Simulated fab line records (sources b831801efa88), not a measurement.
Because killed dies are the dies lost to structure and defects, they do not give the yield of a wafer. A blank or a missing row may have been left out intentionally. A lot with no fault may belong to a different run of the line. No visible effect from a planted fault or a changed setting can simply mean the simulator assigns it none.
Problem report, 8D (eight disciplines) form, completed by code || flow sky130 || the parts of the form that need people (team, actions taken, sign-off) are left out

## 1. THE PROBLEM
Wafers without a fault read 398.2 W, standard deviation 1.3; rf_fwd_power_W at SKY_POLY_GATE_ETCH_16 reads a mean of 334.1 W on 6 wafers belonging to 2 lots. That is -49 standard deviations from the usual mean.
The step: etches Si3N4 in CH3F/O2, stops on poly-Si, time 147.5 s, target depth 75 nm.
The first sign was on wafer L637.1 at day 21 07:19, on rie_diel-01. Wafers with a number at this step in the record: 18, from 6 lots. By rule, "out" or "out of limits" means more than 4 standard deviations away from the usual mean. Any other wafer with a number is counted as sound.

## 2. WHAT IT IS, WHAT IT ISN'T
{"question": "which readings at this step", "is": "rf_fwd_power_W", "is not": "drypump_motor_current_A, oes_product_au, throttle_valve_pct"}
{"question": "which lots", "is": "L637, L641", "is not": "L625, L628, L642, L643"}
{"question": "which wafers of those lots", "is": "all that have a number", "is not": "-"}
{"question": "read on which tools", "is": "rie_diel-01", "is not": "rie_diel-03, rie_diel-04"}
{"question": "when", "is": "from day 21 07:19", "is not": "up to then (6 sound wafers); but 6 sound wafers of L642, L643 came after"}

## 3. SUSPECTS, AND WHAT RULES EACH OUT
Counting: a tool stays on the suspect list if, at a process step up to the reading, it processed all lots that are out and no sound lot following the first of them.
- rie_diel-01 at SKY_POLY_GATE_ETCH_15 (etches BARC in N2/H2, stops on SiO2, time 118.5 s, target depth 110 nm): kept. It ran every lot that is out, first L637 (day 21 07:14), and no sound lot after that; its last sound lot up to then is L625 (day 16 16:19).
- rie_diel-01 at SKY_POLY_GATE_ETCH_16 (etches Si3N4 in CH3F/O2, stops on poly-Si, time 147.5 s, target depth 75 nm): kept. It ran every lot that is out, first L637 (day 21 07:19), and no sound lot after that; its last sound lot up to then is L625 (day 16 16:24). Out on those wafers are its own readings of rf_fwd_power_W.
Remaining after the count are rie_diel-01 at SKY_POLY_GATE_ETCH_15 and rie_diel-01 at SKY_POLY_GATE_ETCH_16.

## 4. THE CAUSE (what the simulator had put in)
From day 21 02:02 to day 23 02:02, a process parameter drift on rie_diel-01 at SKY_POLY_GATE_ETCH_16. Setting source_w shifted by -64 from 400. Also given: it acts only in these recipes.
2 suspects survive the count, and this tool is in that group.

## 5. THE EFFECT CHAIN, in route order
Rows list readings where the struck wafers' mean (over those with a number) sits beyond 3 standard deviations from the usual. Only readings for which the record gives a usual standard deviation are gone through. hours: the time from each lot's start at the first step in this table that gives one to its start at this step, as a median over the lots. sigmas: the change in usual standard deviations.
{"hours": 0, "step": "SKY_POLY_GATE_ETCH_16", "reading": "rf_fwd_power_W", "usual": "398.2 W", "on struck wafers": 334.1, "change": -64.1, "sigmas": -49}
Here are the process steps it includes:
- SKY_POLY_GATE_ETCH_16: etches Si3N4 in CH3F/O2, stops on poly-Si, time 147.5 s, target depth 75 nm.

## 6. HOW IT WOULD HAVE BEEN CAUGHT EARLIER
The fault began at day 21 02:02; the first out-of-limits reading in this record came at day 21 07:19, 5 hours later.
